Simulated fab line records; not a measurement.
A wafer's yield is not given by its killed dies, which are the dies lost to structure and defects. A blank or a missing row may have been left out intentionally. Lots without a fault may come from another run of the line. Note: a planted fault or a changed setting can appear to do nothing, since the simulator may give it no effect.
Lot-split experiment ; flow gf180mcu ; 23 wafers read across 5 lots, on a route 602 steps long

SPLIT DETAILS
At GF_MVPSD_COAT_02 (resist thk 3000 nm), the setting spin_rpm was moved away from the recipe's 2000 rpm on 8 of the 23 wafers read, by -6.3% to +6.9%. The other wafers ran this setting at the recipe's value.

The reading is taken at the split's own step.

THE READING
coat_of_MVPSD_COAT_02.thk_nm (the simulator's own value, which no gauge read), in nm, at GF_MVPSD_COAT_02 (resist thk 3000 nm). The file gives no usual value for it. Here, 15 wafers ran the recipe; their average is 3006 nm with a standard deviation of 8.6 nm.

wafer;tool, chamber at the split;spin_rpm as run, rpm;against the recipe;coat_of_MVPSD_COAT_02.thk_nm, nm;against lot-mates on the recipe
L074.1;litho_track-04, 0;2000;recipe;3001;-
L074.2;litho_track-04, 0;2000;recipe;2991;-
L074.6;litho_track-04, 0;2000;recipe;3002;-
L076.1;litho_track-01, 0;2000;recipe;3001;-
L076.2;litho_track-01, 0;2000;recipe;3006;-
L076.4;litho_track-01, 0;1873;-6.3%;3098;+94
L076.5;litho_track-01, 0;1873;-6.3%;3101;+97
L076.6;litho_track-01, 0;2000;recipe;3004;-
L077.1;litho_track-04, 0;2000;recipe;2993;-
L077.2;litho_track-04, 0;2000;recipe;3003;-
L077.3;litho_track-04, 0;2090;+4.5%;2947;-51
L077.5;litho_track-04, 0;2090;+4.5%;2940;-58
L077.6;litho_track-04, 0;2090;+4.5%;2939;-59
L079.1;litho_track-04, 0;2137;+6.9%;2907;-102
L079.2;litho_track-04, 0;2137;+6.9%;2910;-98
L079.3;litho_track-04, 0;2000;recipe;3008;-
L079.4;litho_track-04, 0;2000;recipe;3009;-
L079.5;litho_track-04, 0;2137;+6.9%;2914;-94
L080.1;litho_track-03, 0;2000;recipe;3012;-
L080.2;litho_track-03, 0;2000;recipe;3025;-
L080.4;litho_track-03, 0;2000;recipe;3014;-
L080.5;litho_track-03, 0;2000;recipe;3008;-
L080.6;litho_track-03, 0;2000;recipe;3019;-

FIT RESULTS
A straight line over all 23 wafers: coat_of_MVPSD_COAT_02.thk_nm changes by -14.3 nm for each +1% of spin_rpm; r = -0.99; the points scatter about the line by 7.6 nm.
The same after taking each lot's own level away (the mean of its wafers on the recipe; 23 wafers): -14.3 nm for each +1%; r = -0.99; scatter 5.3 nm.
On that fit, the largest move of spin_rpm shifts the reading by 98 nm.
Measured against the standard deviation above, the lots' own levels, which go from 2998.0 to 3015.6 nm, span 2.0 times it.
The two slopes agree, so the slope changes little with the lot-to-lot level.
Check: with one of the wafers moved furthest among these (+6.9%) left out of the fit, the line predicts -95 nm for it against its lot-mates. It came out at -102 nm against them.

THE OTHER SPLITS THESE WAFERS WENT THROUGH
These wafers also went through other splits before the reading. Each is held against what the fit with the lots' levels taken away leaves over:
other split on the same wafers;wafers away from the commonest value;r with coat_of_MVPSD_COAT_02.thk_nm (lot level and that fit taken away)
GF_STI_ETCH_13 source_w;11;+0.36
GF_STI_CVD_23 sih4_flow_sccm;6;-0.18
GF_NWELL_SOFTBAKE_03 temp_c;9;+0.08

THE WHOLE CHAIN: every reading that the file lists as answering this split, in the file's order
step;what it does;reading;change (the file's fit);r (the file's)
GF_MVPSD_COAT_02;resist thk 3000 nm;coat_of_MVPSD_COAT_02.thk_nm (the simulator's own value, which no gauge read);-14.3 nm for each +1% of the setting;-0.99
GF_MVPSD_STRIP_10;strips in O2/N2;strip_time_to_endpoint_s;withheld for each +1% of the setting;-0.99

THE FILE'S OWN FIT
coat_of_MVPSD_COAT_02.thk_nm changes by -14.3 nm for each +1% of spin_rpm, r = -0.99.
